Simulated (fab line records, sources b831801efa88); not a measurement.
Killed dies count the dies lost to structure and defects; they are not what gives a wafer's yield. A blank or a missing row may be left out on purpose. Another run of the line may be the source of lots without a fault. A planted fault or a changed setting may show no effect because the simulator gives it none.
Chamber matching | flow sky130 | SKY_CONTACT_HDPCVD_02 on hdpcvd-02: 3 sister chambers
The step deposits SiO2, target thk 565 nm, time 94.2 s. 6 wafers are shown with their chamber, then 8 later ones without.

## WAFERS, EACH WITH ITS CHAMBER
wafer  | chamber | run_length_s (s)
L480.6 | 1       | 122.0
L484.2 | 2       | 122.2
L492.3 | 1       | 121.9
L492.4 | 2       | 122.0
L492.5 | 0       | 122.4
L495.1 | 0       | 122.4

## WAFERS MISSING THEIR CHAMBER
wafer  | run_length_s (s)
L495.4 | 122.2
L495.6 | 122.2
L496.3 | 122.3
L496.5 | 121.9
L496.6 | 122.1
L497.2 | 122.2
L497.3 | 122.4
L497.6 | 122.6

## CHAMBER TAKEN BY EACH
wafer  | from the rows above          | in truth
L495.4 | can't be placed: 2 or 0 or 1 | 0
L495.6 | can't be placed: 2 or 0 or 1 | 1
L496.3 | can't be placed: 0 or 2      | 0
L496.5 | can't be placed: 1 or 2      | 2
L496.6 | can't be placed: 2 or 1      | 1
L497.2 | can't be placed: 2 or 0 or 1 | 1
L497.3 | 0                            | 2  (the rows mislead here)
L497.6 | 0                            | 0
Correctly placed: 1 of 8. These rows do not allow placing 6 (true chamber among the candidates in 6). Wrongly placed: 1.
How it was worked out, from the rows above alone: a wafer's distance from a chamber is the root of the sum, over the readings, of the square of ((its reading less the chamber's mean) divided by the reading's scatter). The wafer belongs to the nearest chamber; if the next one is less than 2 further off, it can't be placed. Each chamber's mean is taken over the wafers shown for it. The scatter: take each reading less its chamber's mean, square it, sum over the shown wafers, divide by the number of wafers less the number of chambers, and take the root.
